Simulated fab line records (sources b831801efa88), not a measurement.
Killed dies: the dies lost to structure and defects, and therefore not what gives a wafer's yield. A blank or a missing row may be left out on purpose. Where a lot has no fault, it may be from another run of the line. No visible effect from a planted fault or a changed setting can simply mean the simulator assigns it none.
fab line records	flow sky130
[record] lots = 7	wafers = 21	lastDay = 50
route steps=708 shown CONTACT@424 METAL1@434 PAD_OPEN@708
lots with no fault: from the same line, run without faults
startH: start of the lot's first displayed wafer, in hours after the record's first day	waitH: hours from the lot's prior step to this one	" as in the row above	L1.1+2: a single row standing in for several wafers	- no value present, or no start provided	* or withheld: withheld	< > ~ a bound
route shown NAME@n: a module of which the file shows steps, and the number in the route of the first	usual: mean and standard deviation over wafers with no fault	same: alike in all rows	chamber/n: place in a boat	sites: per-site readings	_std_site: the values' standard deviation	_edge_site: outer sites' mean less inner sites'	radiusMm: for every site, how far away it sits from the centre of the wafer	mask NAME#n: copy n	behind: the most recent tool/chamber to have shaped the wafer	hold: the reason the lot was held/the length of the hold in hours/how it ended	device: the n, p or np transistor that did not switch	end of line: the route-end tests of the same wafers	a step without rows: its recipe alone	killed: dies that structure and defects cost at the first sort, which is not the same as the wafer's yield	map: a wafer's dies, x killed, . not, _ none there
set.NAME: the setting as run; set.NAME@STEP: as run at that earlier step	model.NAME: the simulator's own value behind a step, which no gauge read
lots seen at some steps along the route; tables by step, rows by wafer
services: when a tool's chamber went out of use (startH, in hours from the record's first day, below 0 if earlier), for how many hours, and the reason
[[steps]]
[step SKY_CONTACT_ETCH_18]
[recipe] target = Si3N4	chemistry = CHF3/O2	stopOn = TiN	sourceW = 600	biasW = 200	pressureMtorr = 40	chf3FlowSccm = 50	O2_flow_sccm = 5	timeS = 39	targetDepthA = 750
[usual] drypumpMotorCurrentA = 6.0/0.55	oesProductAu = 0.856/0.0076	throttleValvePct = 8.795/0.0087
lot.wafer	tool	chamber	startH	waitH	drypumpMotorCurrentA	oesProductAu	rfHoursCounterH	throttleValvePct
L781.1	rieDiel-01	2	-	-	5.7	0.860	26	8.783
L781.3	"	3	"	"	5.9	0.862	39	8.803
L781.5	"	2	"	"	5.7	0.861	-	8.794
L794.3	rieDiel-04	0	-	-	5.9	0.861	8	8.777
L794.4	"	3	"	"	5.7	0.860	16	8.787
L794.6	"	3	"	"	5.7	0.859	-	8.794
L792.2	rieDiel-02	2	-	-	4.9	0.851	10	8.780
L792.4	"	0	"	"	6.2	0.852	5	8.800
L792.6	"	3	"	"	6.3	0.869	-	8.791
L796.2	rieDiel-02	1	-	-	6.7	0.855	9	8.791
L796.5	"	0	"	"	6.2	0.853	-	8.813
L796.6	"	1	"	"	6.7	0.851	-	8.787
L797.2	rieDiel-02	1	-	-	6.7	0.844	10	8.792
L797.4	"	0	"	"	6.2	0.864	6	8.807
L797.5	"	1	"	"	6.7	0.861	-	8.804
L800.1	rieDiel-04	0	-	-	5.8	0.856	9	8.808
L800.2	"	2	"	"	6.4	0.854	5	8.789
L800.4	"	3	"	"	5.7	0.857	17	8.784
L801.1	rieDiel-02	0	-	-	6.2	0.845	7	8.785
L801.3	"	3	"	"	6.3	0.848	6	8.794
L801.5	"	1	"	"	6.7	0.853	-	8.803
[step SKY_CONTACT_STRIP_19]
[recipe] chemistry = O2/N2	powerW = 1400	pressureMtorr = 1500	platenTempC = withheld	o2FlowSccm = 3000	n2FlowSccm = 300	overashFraction = 0.5
[step SKY_CONTACT_STRIP_20]
[recipe] chemistry = postEtchResidueRemover	timeS = 1200	tempC = 72.5
[step SKY_CONTACT_CLEAN_21]
[recipe] chemistry = IPA	timeS = 180	tempC = 25
[step SKY_CONTACT_CLEAN_22]
[recipe] chemistry = O3/DIW	dry = n2Spin
[step SKY_CONTACT_SPUTTER_23]
[recipe] material = TiN	targetThkNm = 20	chamberPressurePa = 5	powerW = 4000	timeS = 80
[step SKY_CONTACT_CVD_24]
[recipe] material = W	targetThkNm = 340	timeS = 102.12	tempC = 400	pressureTorr = 40
[usual] chamberPressureTorr = 40.01/0.1	heaterPowerW = 942/90
lot.wafer	tool	chamber	startH	waitH	chamberPressureTorr	heaterPowerW
L781.1	cvdW-01	1	771.71	0.0	40.13	790
L781.3	"	1	"	"	39.93	798
L781.5	"	1	"	"	40.02	775
L794.3	cvdW-01	1	861.65	0.1	39.97	780
L794.4	"	0	"	"	39.93	959
L794.6	"	0	"	"	40.00	979
L792.2	cvdW-01	0	862.27	0.0	40.14	963
L792.4	"	1	"	"	39.90	790
L792.6	"	0	"	"	40.13	971
L796.2	cvdW-02	1	863.65	0.0	40.05	941
L796.5	"	0	"	"	39.84	1023
L796.6	"	1	"	"	40.01	962
L797.2	cvdW-02	0	886.47	0.0	40.08	1057
L797.4	"	1	"	"	40.01	961
L797.5	"	1	"	"	40.08	971
L800.1	cvdW-02	1	895.47	0.0	40.07	933
L800.2	"	0	"	"	40.13	1053
L800.4	"	1	"	"	40.00	914
L801.1	cvdW-02	0	898.45	0.0	40.12	1049
L801.3	"	0	"	"	40.26	1054
L801.5	"	1	"	"	40.09	926
[step SKY_CONTACT_RS_MEAS_25]
[recipe] thkMeasGauge = four-point-probe	reads = W_of_CONTACT_CVD_24+TiN_of_CONTACT_SPUTTER_23
[usual] CONTACT_W_RS = 0.339/0.0039
lot.wafer	tool	chamber	startH	waitH	CONTACT_W_RS[ohm/sq]
L781.1	filmMetro-01	-	771.82	0.1	0.341
L781.3	"	-	"	"	0.339
L781.5	"	-	"	"	0.341
L794.3	filmMetro-03	-	861.78	0.1	0.340
L794.4	"	-	"	"	0.339
L794.6	"	-	"	"	0.341
L792.2	filmMetro-02	-	862.43	0.1	0.342
L792.4	"	-	"	"	0.342
L792.6	"	-	"	"	0.340
L796.2	filmMetro-02	-	863.78	0.1	0.340
L796.5	"	-	"	"	0.333
L796.6	"	-	"	"	0.347
L797.2	filmMetro-02	-	886.60	0.1	0.337
L797.4	"	-	"	"	0.344
L797.5	"	-	"	"	0.349
L800.1	filmMetro-01	-	895.58	0.1	0.343
L800.2	"	-	"	"	0.338
L800.4	"	-	"	"	0.348
L801.1	filmMetro-03	-	898.56	0.1	0.332
L801.3	"	-	"	"	0.337
L801.5	"	-	"	"	0.343
[step SKY_CONTACT_THK_MEAS_26]
[recipe] thkMeasGauge = xrf	reads = W_of_CONTACT_CVD_24
[usual] CONTACT_W_THK = 343/4.1
lot.wafer	tool	chamber	startH	waitH	CONTACT_W_THK[nm]
L781.1	filmMetro-01	-	771.94	0.1	340
L781.3	"	-	"	"	341
L781.5	"	-	"	"	340
L794.3	filmMetro-03	-	861.88	0.1	343
L794.4	"	-	"	"	343
L794.6	"	-	"	"	340
L792.2	filmMetro-02	-	862.54	0.1	339
L792.4	"	-	"	"	340
L792.6	"	-	"	"	342
L796.2	filmMetro-02	-	863.89	0.1	341
L796.5	"	-	"	"	349
L796.6	"	-	"	"	335
L797.2	filmMetro-02	-	886.71	0.1	344
L797.4	"	-	"	"	338
L797.5	"	-	"	"	334
L800.1	filmMetro-01	-	895.70	0.1	339
L800.2	"	-	"	"	346
L800.4	"	-	"	"	332
L801.1	filmMetro-03	-	898.68	0.1	349
L801.3	"	-	"	"	346
L801.5	"	-	"	"	341
[step SKY_CONTACT_CMP_27]
[recipe] stopOn = SiO2	tOverpolishS = 15	downForcePsi = 3.5	platenRpm = 60	targetThkNm = 0	padVelocityMS = 0.94248
[usual] motorCurrentA = 11.6/1.1	overpolishRunS = 15.000/0.0093	timeToEndpointS = 82/3.5
lot.wafer	tool	chamber	startH	waitH	motorCurrentA	overpolishRunS	timeToEndpointS
L781.3	cmp-02	2	772.00	0.0	10.5	14.996	79
L781.1	"	1	"	"	12.8	15.003	74
L781.5	"	3	"	"	11.5	14.994	78
L794.4	cmp-02	1	861.97	0.1	13.3	15.005	76
L794.3	"	2	"	"	10.5	14.999	84
L794.6	"	0	"	"	13.0	14.990	86
L792.2	cmp-01	0	862.75	0.2	10.7	14.998	87
L792.4	"	1	"	"	10.5	14.999	79
L792.6	"	3	"	"	10.4	15.004	85
L796.2	cmp-01	2	864.32	0.4	12.9	15.002	83
L796.5	"	3	"	"	11.5	15.008	86
L796.6	"	0	"	"	10.7	15.003	83
L797.2	cmp-01	3	886.76	0.0	10.7	14.990	83
L797.4	"	1	"	"	10.9	15.009	75
L797.5	"	3	"	"	10.9	14.998	81
L800.2	cmp-02	1	895.76	0.0	13.3	15.009	77
L800.1	"	2	"	"	10.5	15.005	80
L800.4	"	3	"	"	11.7	15.012	79
L801.1	cmp-01	2	898.84	0.1	12.5	15.009	89
L801.3	"	3	"	"	10.5	14.998	85
L801.5	"	0	"	"	11.1	14.996	85
[step SKY_METAL1_SPUTTER_00]
[recipe] material = Ti	targetThkNm = 15	powerW = 3000	timeS = 10	chamberPressurePa = 0.4
[step SKY_METAL1_SPUTTER_01]
[recipe] material = TiN	targetThkNm = 20	powerW = 6500	timeS = 16.7	chamberPressurePa = 0.4
[usual] cathodeDcPowerW = 6499.8/1.3	chamberPressurePa = 0.3999/0.00085	throttleValvePct = 30.2/1.1
lot.wafer	tool	chamber	startH	waitH	cathodeDcPowerW	chamberPressurePa	throttleValvePct
L781.1	pvdSputter-03	-	772.32	0.0	6499.9	0.3995	29.5
L781.3	"	-	"	"	6499.2	0.3992	28.3
L781.5	"	-	"	"	6500.0	0.4003	28.5
L794.3	pvdSputter-04	-	862.24	0.0	6499.1	0.4007	30.0
L794.4	"	-	"	"	6499.8	0.4006	32.1
L794.6	"	-	"	"	6499.1	0.4010	30.5
L792.2	pvdSputter-04	-	862.97	0.0	6499.3	0.4003	28.6
L792.4	"	-	"	"	6500.5	0.3996	32.2
L792.6	"	-	"	"	6500.3	0.4010	30.4
L796.2	pvdSputter-03	-	864.49	0.0	6497.9	0.4004	30.9
L796.5	"	-	"	"	6497.1	0.4006	31.0
L796.6	"	-	"	"	6501.0	0.3996	29.5
L797.2	pvdSputter-02	-	887.08	0.0	6500.9	0.3987	29.3
L797.4	"	-	"	"	6500.9	0.4000	31.6
L797.5	"	-	"	"	6500.4	0.4001	29.4
L800.1	pvdSputter-03	-	896.08	0.0	6498.2	0.4005	31.2
L800.2	"	-	"	"	6498.7	0.3999	30.4
L800.4	"	-	"	"	6503.6	0.3982	28.4
L801.1	pvdSputter-04	-	899.07	0.0	6499.7	0.4014	31.8
L801.3	"	-	"	"	6500.9	0.4003	28.9
L801.5	"	-	"	"	6500.1	0.4015	28.9
[step SKY_METAL1_SPUTTER_02]
[recipe] material = AlCu	targetThkNm = 250	powerW = 10600	timeS = 13.3	chamberPressurePa = 0.4
[usual] cathodeDcPowerW = 10600/1.9	chamberPressurePa = 0.4000/0.00081	throttleValvePct = 30.2/1.1
lot.wafer	tool	chamber	startH	waitH	cathodeDcPowerW	chamberPressurePa	throttleValvePct
L781.1	pvdSputter-03	-	772.35	0.0	10598	0.4010	29.5
L781.3	"	-	"	"	10601	0.3991	28.5
L781.5	"	-	"	"	10601	0.3997	28.4
L794.3	pvdSputter-04	-	862.27	0.0	-	-	-
L794.4	"	-	"	"	-	-	-
L794.6	"	-	"	"	-	-	-
L792.2	pvdSputter-04	-	863.00	0.0	-	-	-
L792.4	"	-	"	"	-	-	-
L792.6	"	-	"	"	-	-	-
L796.2	pvdSputter-03	-	864.52	0.0	-	-	-
L796.5	"	-	"	"	-	-	-
L796.6	"	-	"	"	-	-	-
L797.2	pvdSputter-02	-	887.11	0.0	10600	0.3991	29.2
L797.4	"	-	"	"	10600	0.3997	31.2
L797.5	"	-	"	"	10598	0.3996	29.6
L800.1	pvdSputter-03	-	896.11	0.0	10601	0.4005	31.6
L800.2	"	-	"	"	10599	0.3996	30.2
L800.4	"	-	"	"	10599	0.4009	28.6
L801.1	pvdSputter-04	-	899.09	0.0	10598	0.3995	31.8
L801.3	"	-	"	"	10599	0.4005	28.8
L801.5	"	-	"	"	10600	0.4006	28.8
[step SKY_METAL1_SPUTTER_03]
[recipe] material = Ti	targetThkNm = 5	powerW = 3000	timeS = 3.3	chamberPressurePa = 0.4
[usual] cathodeDcPowerW = 3000.0/0.56	chamberPressurePa = 0.4000/0.00079	throttleValvePct = 30.1/1.1
lot.wafer	tool	chamber	startH	waitH	cathodeDcPowerW	chamberPressurePa	throttleValvePct
L781.1	pvdSputter-03	-	772.37	0.0	2999.7	0.3995	29.4
L781.3	"	-	"	"	3000.3	0.3990	28.3
L781.5	"	-	"	"	3000.1	0.3982	28.5
L794.3	pvdSputter-04	-	862.29	0.0	3000.1	0.3988	30.3
L794.4	"	-	"	"	3000.4	0.3999	32.3
L794.6	"	-	"	"	3000.0	0.3992	30.2
L792.2	pvdSputter-04	-	863.02	0.0	2999.7	0.4006	28.7
L792.4	"	-	"	"	2999.5	0.3990	32.2
L792.6	"	-	"	"	2999.4	0.3992	30.2
L796.2	pvdSputter-03	-	864.54	0.0	3000.7	0.4004	31.1
L796.5	"	-	"	"	3000.8	0.4001	31.2
L796.6	"	-	"	"	3000.0	0.3995	29.3
L797.2	pvdSputter-02	-	887.13	0.0	2999.8	0.3991	29.3
L797.4	"	-	"	"	3000.3	0.4013	31.4
L797.5	"	-	"	"	2998.9	0.3990	29.2
L800.1	pvdSputter-03	-	896.13	0.0	3000.7	0.4001	31.1
L800.2	"	-	"	"	2999.8	0.3996	30.4
L800.4	"	-	"	"	2998.8	0.4009	28.3
L801.1	pvdSputter-04	-	899.12	0.0	3000.0	0.3992	32.0
L801.3	"	-	"	"	3000.1	0.4004	28.7
L801.5	"	-	"	"	3000.7	0.4001	28.8
[step SKY_METAL1_SPUTTER_04]
[recipe] material = TiN	targetThkNm = 70	powerW = 6629	timeS = 58.3	chamberPressurePa = 0.4
[step SKY_METAL1_RS_MEAS_05]
[recipe] thkMeasGauge = four-point-probe	reads = TiN_of_METAL1_SPUTTER_04+Ti_of_METAL1_SPUTTER_03+AlCu_of_METAL1_SPUTTER_02+TiN_of_METAL1_SPUTTER_01+Ti_of_METAL1_SPUTTER_00
[usual] METAL1_ALCU_RS = 0.1263/0.0013
lot.wafer	tool	chamber	startH	waitH	METAL1_ALCU_RS[ohm/sq]
L781.1	filmMetro-04	-	772.44	0.0	0.1279
L781.3	"	-	"	"	0.1275
L781.5	"	-	"	"	0.1279
L794.3	filmMetro-01	-	862.40	0.1	8.4959
L794.4	"	-	"	"	8.4933
L794.6	"	-	"	"	8.4713
L792.2	filmMetro-01	-	863.11	0.0	8.5699
L792.4	"	-	"	"	8.5052
L792.6	"	-	"	"	8.5016
L796.2	filmMetro-01	-	864.63	0.0	8.4503
L796.5	"	-	"	"	8.4759
L796.6	"	-	"	"	8.4385
L797.2	filmMetro-02	-	887.22	0.0	0.1278
L797.4	"	-	"	"	0.1257
L797.5	"	-	"	"	0.1268
L800.1	filmMetro-01	-	896.20	0.0	0.1235
L800.2	"	-	"	"	0.1244
L800.4	"	-	"	"	0.1260
L801.1	filmMetro-04	-	899.18	0.0	0.1254
L801.3	"	-	"	"	0.1266
L801.5	"	-	"	"	0.1260
[step SKY_METAL1_THK_MEAS_06]
[recipe] thkMeasGauge = xrf	reads = AlCu_of_METAL1_SPUTTER_02
[usual] METAL1_ALCU_THK = 247/3.3
lot.wafer	tool	chamber	startH	waitH	METAL1_ALCU_THK[nm]
L781.1	filmMetro-04	-	772.56	0.1	244
L781.3	"	-	"	"	244
L781.5	"	-	"	"	243
L794.3	filmMetro-01	-	862.50	0.1	<1
L794.4	"	-	"	"	<1
L794.6	"	-	"	"	<1
L792.2	filmMetro-01	-	863.22	0.1	<1
L792.4	"	-	"	"	<1
L792.6	"	-	"	"	<1
L796.2	filmMetro-01	-	864.74	0.1	<1
L796.5	"	-	"	"	<1
L796.6	"	-	"	"	<1
L797.2	filmMetro-02	-	887.33	0.1	249
L797.4	"	-	"	"	251
L797.5	"	-	"	"	248
L800.1	filmMetro-01	-	896.32	0.1	249
L800.2	"	-	"	"	251
L800.4	"	-	"	"	248
L801.1	filmMetro-04	-	899.30	0.1	249
L801.3	"	-	"	"	244
L801.5	"	-	"	"	245
[step SKY_METAL1_DEHYDRATE_07]
[recipe] tempC = 200	timeS = 60
[step SKY_PAD_OPEN_PROBE_99]
[usual] defectLimitedYield = 83.0/1.8	killed_at_M0_to_M3 = 42/6.6	killed_at_M4_up = 3.0/1.7	killedAtContacts = 24/5.3	killedAtFrontEnd = 15/4.5	killedAtOther = 0.2/0.49	killedDies = 83/9	killedOnRim = 16/4	killedOpen = 45/6.9	killedShort = 38/5.8	sort_bin_3_pad_short = 0.8/0.4	sort_bin_5_function = 10.0/1.5	sort_bin_6_memory = 6.1/1.1	sortNPass = 409/9	sortYieldPct = 83.0/1.8
[same] grossDies = 492	killedAtBackSide = 0	sort_bin_4_leakage[%] = 0	sort_bin_8_speed[%] = 0
lot.wafer	tool	chamber	startH	waitH	defectLimitedYield[%]	killed_at_M0_to_M3	killed_at_M4_up	killedAtContacts	killedAtFrontEnd	killedAtOther	killedDies	killedOnRim	killedOpen	killedShort	sort_bin_3_pad_short[%]	sort_bin_5_function[%]	sort_bin_6_memory[%]	sortNPass	sortYieldPct[%]
L781.1	prober-02	-	1116.58	0.3	80.7	52	2	36	5	0	95	21	51	44	1.2	11.2	6.9	397	80.7
L781.3	prober-02	-	1116.68	0.3	81.5	45	3	24	19	0	91	21	47	44	0.8	12.4	5.3	401	81.5
L781.5	prober-02	-	1116.78	0.4	81.9	45	1	26	17	0	89	23	49	40	0.4	9.8	7.9	403	81.9
L794.3	prober-01	-	1168.54	0.2	0	433	3	34	22	0	492	96	65	48	0.4	90.7	8.9	0	0
L794.4	prober-01	-	1168.59	0.2	0	439	2	29	21	1	492	96	63	40	1.2	91.1	7.7	0	0
L794.6	prober-01	-	1168.69	0.2	0	449	2	27	13	1	492	96	45	39	0.6	91.9	7.5	0	0
L792.2	prober-02	-	1171.13	0.1	0	439	6	27	20	0	492	96	42	50	0.4	93.5	6.1	0	0
L792.4	prober-02	-	1171.23	0.2	0	442	2	29	19	0	492	96	42	44	1.0	93.3	5.7	0	0
L792.6	prober-02	-	1171.33	0.2	0	443	3	23	23	0	492	96	46	38	0.8	92.7	6.5	0	0
L796.2	prober-01	-	1172.29	0.1	0	455	1	23	11	2	492	96	41	42	1.0	92.3	6.7	0	0
L796.5	prober-01	-	1172.44	0.2	0	450	4	21	17	0	492	96	43	37	0.2	95.1	4.7	0	0
L796.6	prober-01	-	1172.49	0.2	0	460	2	16	13	1	492	96	40	46	0.8	93.3	5.9	0	0
L797.2	prober-02	-	1186.05	0.1	79.7	50	5	31	14	0	100	18	52	45	0.8	12.2	7.3	392	79.7
L797.4	prober-02	-	1186.15	0.2	81.9	39	4	26	19	1	89	16	46	41	0.8	11.2	6.1	403	81.9
L797.5	prober-02	-	1186.20	0.2	84.6	42	4	20	9	1	76	15	42	33	1.4	8.3	5.7	416	84.6
// killed by level:class
L781.1 LI_CONTACT:geometricParticle:open=14 METAL1:geometricParticle:short=11 CONTACT:geometricParticle:open=10 METAL2:geometricParticle:short=7 VIA3:geometricParticle:open=7 METAL1:geometricParticle:open=5 VIA1:geometricParticle:short=5 VIA1:geometricParticle:open=5
L781.3 VIA1:geometricParticle:open=9 CONTACT:geometricParticle:open=8 VIA3:geometricParticle:open=8 METAL1:geometricParticle:short=7 FIELD_ISO:geometricParticle:short=5 POLY_GATE:geometricParticle:open=5 CONTACT:geometricParticle:short=5 VIA1:geometricParticle:short=5
L781.5 CONTACT:geometricParticle:open=9 METAL1:geometricParticle:short=9 VIA1:geometricParticle:open=8 LI_CONTACT:geometricParticle:open=7 METAL2:geometricParticle:short=7 VIA2:geometricParticle:open=7 LOCAL_INTERCONNECT:geometricParticle:short=6 FIELD_ISO:geometricParticle:open=4
L794.3 METAL1:areaSputter=379 LI_CONTACT:geometricParticle:open=16 VIA1:geometricParticle:open=11 VIA2:geometricParticle:open=10 METAL2:geometricParticle:short=10 POLY_GATE:geometricParticle:open=7 CONTACT:geometricParticle:open=7 METAL1:geometricParticle:short=7
L794.4 METAL1:areaSputter=389 CONTACT:geometricParticle:open=18 VIA1:geometricParticle:open=14 METAL2:geometricParticle:short=8 METAL1:geometricParticle:short=7 VIA3:geometricParticle:open=7 FIELD_ISO:geometricParticle:open=5 POLY_GATE:geometricParticle:open=5
L794.6 METAL1:areaSputter=407 LI_CONTACT:geometricParticle:open=9 CONTACT:geometricParticle:open=9 METAL1:geometricParticle:short=8 VIA2:geometricParticle:open=8 VIA1:geometricParticle:open=7 CONTACT:geometricParticle:short=6 VIA1:geometricParticle:short=5
L792.2 METAL1:areaSputter=400 VIA2:geometricParticle:open=10 CONTACT:geometricParticle:open=8 CONTACT:geometricParticle:short=8 METAL1:geometricParticle:short=8 POLY_GATE:geometricParticle:short=6 LI_CONTACT:geometricParticle:open=6 VIA1:geometricParticle:open=6
L792.4 METAL1:areaSputter=406 CONTACT:geometricParticle:open=10 VIA1:geometricParticle:open=9 LOCAL_INTERCONNECT:geometricParticle:short=7 FIELD_ISO:geometricParticle:short=6 LI_CONTACT:geometricParticle:open=5 METAL2:geometricParticle:short=5 CONTACT:geometricParticle:short=4
L792.6 METAL1:areaSputter=408 VIA2:geometricParticle:open=10 FIELD_ISO:geometricParticle:short=7 LI_CONTACT:geometricParticle:open=7 VIA1:geometricParticle:open=7 CONTACT:geometricParticle:short=5 POLY_GATE:geometricParticle:short=4 SPACER:geometricParticle:short=4
L796.2 METAL1:areaSputter=409 VIA1:geometricParticle:open=9 CONTACT:geometricParticle:open=7 METAL1:geometricParticle:short=7 LI_CONTACT:geometricParticle:open=6 LOCAL_INTERCONNECT:geometricParticle:short=6 METAL2:geometricParticle:short=6 VIA3:geometricParticle:short=5
L796.5 METAL1:areaSputter=411 VIA1:geometricParticle:open=10 LI_CONTACT:geometricParticle:open=6 VIA3:geometricParticle:open=6 FIELD_ISO:geometricParticle:short=5 POLY_GATE:geometricParticle:open=5 LOCAL_INTERCONNECT:geometricParticle:short=5 CONTACT:geometricParticle:open=5
L796.6 METAL1:areaSputter=406 VIA1:geometricParticle:open=13 METAL1:geometricParticle:short=9 METAL2:geometricParticle:short=8 VIA1:geometricParticle:short=8 VIA2:geometricParticle:open=6 CONTACT:geometricParticle:open=5 LI_CONTACT:geometricParticle:open=4
L797.2 CONTACT:geometricParticle:open=12 VIA3:geometricParticle:open=10 METAL2:geometricParticle:short=9 METAL1:geometricParticle:short=7 VIA1:geometricParticle:open=7 LI_CONTACT:geometricParticle:open=6 CONTACT:geometricParticle:short=6 FIELD_ISO:geometricParticle:open=5
L797.4 VIA1:geometricParticle:open=13 CONTACT:geometricParticle:open=10 FIELD_ISO:geometricParticle:short=4 LOCAL_INTERCONNECT:geometricParticle:short=4 POLY_GATE:geometricParticle:open=4 LI_CONTACT:geometricParticle:short=4 METAL1:geometricParticle:short=4 METAL2:geometricParticle:short=4
L797.5 VIA1:geometricParticle:open=10 CONTACT:geometricParticle:open=8 VIA3:geometricParticle:open=7 LI_CONTACT:geometricParticle:open=6 METAL1:geometricParticle:short=5 METAL2:geometricParticle:short=4 VIA1:geometricParticle:short=4 VIA2:geometricParticle:short=4
// map L792.2 (x killed, . not)
__________xxxxxxxxxx_________
________xxxxxxxxxxxxxx_______
______xxxxxxxxxxxxxxxxxx_____
_____xxxxxxxxxxxxxxxxxxxx____
____xxxxxxxxxxxxxxxxxxxxxx___
___xxxxxxxxxxxxxxxxxxxxxxxx__
__xxxxxxxxxxxxxxxxxxxxxxxxxx_
_xxxxxxxxxxxxxxxxxxxxxxxxxxxx
_xxxxxxxxxxxxxxxxxxxxxxxxxxxx
_xxxxxxxxxxxxxxxxxxxxxxxxxxxx
_xxxxxxxxxxxxxxxxxxxxxxxxxxxx
_xxxxxxxxxxxxxxxxxxxxxxxxxxxx
_xxxxxxxxxxxxxxxxxxxxxxxxxxxx
_xxxxxxxxxxxxxxxxxxxxxxxxxxxx
_xxxxxxxxxxxxxxxxxxxxxxxxxxxx
__xxxxxxxxxxxxxxxxxxxxxxxxxx_
___xxxxxxxxxxxxxxxxxxxxxxxx__
____xxxxxxxxxxxxxxxxxxxxxx___
_____xxxxxxxxxxxxxxxxxxxx____
______xxxxxxxxxxxxxxxxxx_____
________xxxxxxxxxxxxxx_______
__________xxxxxxxxxx_________
// map L794.3 (x killed, . not)
__________xxxxxxxxxx_________
________xxxxxxxxxxxxxx_______
______xxxxxxxxxxxxxxxxxx_____
_____xxxxxxxxxxxxxxxxxxxx____
____xxxxxxxxxxxxxxxxxxxxxx___
___xxxxxxxxxxxxxxxxxxxxxxxx__
__xxxxxxxxxxxxxxxxxxxxxxxxxx_
_xxxxxxxxxxxxxxxxxxxxxxxxxxxx
_xxxxxxxxxxxxxxxxxxxxxxxxxxxx
_xxxxxxxxxxxxxxxxxxxxxxxxxxxx
_xxxxxxxxxxxxxxxxxxxxxxxxxxxx
_xxxxxxxxxxxxxxxxxxxxxxxxxxxx
_xxxxxxxxxxxxxxxxxxxxxxxxxxxx
_xxxxxxxxxxxxxxxxxxxxxxxxxxxx
_xxxxxxxxxxxxxxxxxxxxxxxxxxxx
__xxxxxxxxxxxxxxxxxxxxxxxxxx_
___xxxxxxxxxxxxxxxxxxxxxxxx__
____xxxxxxxxxxxxxxxxxxxxxx___
_____xxxxxxxxxxxxxxxxxxxx____
______xxxxxxxxxxxxxxxxxx_____
________xxxxxxxxxxxxxx_______
__________xxxxxxxxxx_________
[[services]]
tool	chamber	startH	hours	kind
cmp-02	-	750.64	-	consumableReplace:conditioner
cmp-02	-	750.64	-	consumableReplace:pad
rieDiel-04	2	777.85	16.6	repair
cmp-01	-	781.89	0.2	repair
rieDiel-02	2	794.25	3.1	repair
cvdW-01	-	797.49	2.8	pm
cmp-02	-	800.42	5.6	pm
pvdSputter-02	1	809.22	-	consumableReplace:kit
pvdSputter-02	1	809.22	18.0	scheduledDown
pvdSputter-02	1	809.22	18.0	ventCycle
cvdW-02	1	815.71	7.3	repair
rieDiel-01	0	818.67	2.6	repair
rieDiel-04	3	822.01	6.1	repair
rieDiel-01	-	834.74	72.6	repair
pvdSputter-04	-	845.72	6.7	repair
cmp-01	-	851.20	0.4	repair
rieDiel-01	2	855.89	3.1	repair
rieDiel-04	1	856.35	3.8	repair
cvdW-02	1	858.18	2.2	repair
pvdSputter-04	1	860.61	-	consumableReplace:kit
pvdSputter-04	1	860.61	18.0	scheduledDown
pvdSputter-04	1	860.61	18.0	ventCycle
rieDiel-04	0	876.09	16.5	repair
rieDiel-01	2	882.26	4.1	repair
[[key]]
[firstSign] step = SKY_METAL1_SPUTTER_02	reading = toolRecord	direction = missing
[effect] step = SKY_METAL1_RS_MEAS_05	reading = METAL1_ALCU_RS	direction = up	sigmas = 99+	usual = 0.1263	struck = 8.4891
[effect] step = SKY_METAL1_THK_MEAS_06	reading = METAL1_ALCU_THK	direction = down	sigmas = 74	usual = 247	struck = <1
[effect] step = SKY_PAD_OPEN_PROBE_99	reading = killed_at_M0_to_M3	direction = up	sigmas = 61	usual = 42	struck = 446
[moreKillsBornAt] SKY_METAL1_SPUTTER_02@pvdSputter-04 = 2389	SKY_METAL1_SPUTTER_02@pvdSputter-03 = 1226
metAt SKY_METAL1_SPUTTER_02
struckWafers L792.2,L792.4,L792.6,L794.3,L794.4,L794.6,L796.2,L796.5,L796.6
laterRowsLeftOut L792.2,L792.4,L792.6,L794.3,L794.4,L794.6,L796.2,L796.5,L796.6
onsetBetween 772.35 862.27
[fault] kind = skippedStepWhole	tool = pvdSputter-03,pvdSputter-04	chamber = -	onsetH = 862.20	steps = SKY_METAL1_SPUTTER_02	scope = struckLotsOnly
// laterRowsLeftOut: the simulator's readings of these wafers behind a module that went badly wrong aren't trusted and aren't shown, but for the sort
